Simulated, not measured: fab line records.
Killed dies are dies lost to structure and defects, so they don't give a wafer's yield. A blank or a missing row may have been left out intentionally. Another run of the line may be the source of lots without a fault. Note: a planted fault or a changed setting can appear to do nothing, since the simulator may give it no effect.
Chamber matching | flow gf180mcu | 3 sister chambers for GF_CONTACT_CVD_00 on hdpcvd-01
The step deposits SiO2, target thk 300 nm, time 50 s. 15 wafers are shown with their chamber, then 7 later ones without.

== WAFERS WITH THEIR CHAMBER ==
wafer  | chamber | sih4FlowSccm (sccm)
L820.1 | 0       | 59.94
L820.3 | 1       | 59.78
L820.5 | 2       | 59.93
L821.1 | 1       | 59.69
L821.2 | 2       | 59.98
L821.4 | 2       | 60.08
L822.2 | 1       | 59.99
L822.3 | 2       | 59.74
L822.5 | 0       | 59.98
L823.1 | 1       | 59.86
L823.3 | 0       | 59.98
L823.6 | 2       | 59.86
L828.1 | 0       | 59.93
L828.4 | 0       | 60.23
L828.6 | 2       | 59.82

SIGNATURES (averages over the wafers above)
reading      | chamber 0 | chamber 1 | chamber 2 | scatter within a chamber
sih4FlowSccm | 60.0120   | 59.8300   | 59.9017   | 0.124
Rule: a wafer's distance from a chamber is the root of the sum, over the readings, of the square of ((its reading less the chamber's mean) divided by the reading's scatter). If the next closest chamber is less than 2 further off than the closest, the wafer can't be placed; otherwise it belongs to the closest. How the scatter is found: for the shown wafers, subtract from each reading the mean of its chamber, square and add these, divide the total by (wafers less chambers), then take the root.

== WAFERS MISSING THEIR CHAMBER ==
wafer  | sih4FlowSccm (sccm)
L832.1 | 59.97
L832.5 | 59.94
L832.6 | 60.08
L835.1 | 59.95
L835.5 | 60.42
L835.6 | 59.79
L839.5 | 60.31

== WHICH CHAMBER EACH ONE RAN IN ==
wafer  | from the rows above          | in truth
L832.1 | can't be placed: 0 or 2 or 1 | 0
L832.5 | can't be placed: 2 or 0 or 1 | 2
L832.6 | can't be placed: 0 or 2 or 1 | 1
L835.1 | can't be placed: 2 or 0 or 1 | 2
L835.5 | can't be placed: 0 or 2 or 1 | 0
L835.6 | can't be placed: 1 or 2 or 0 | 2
L839.5 | can't be placed: 0 or 2 or 1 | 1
Placed correctly: 0 of 7. Not placeable from these rows: 7 (in 7, the candidates include the true chamber). Number placed wrongly: 0.
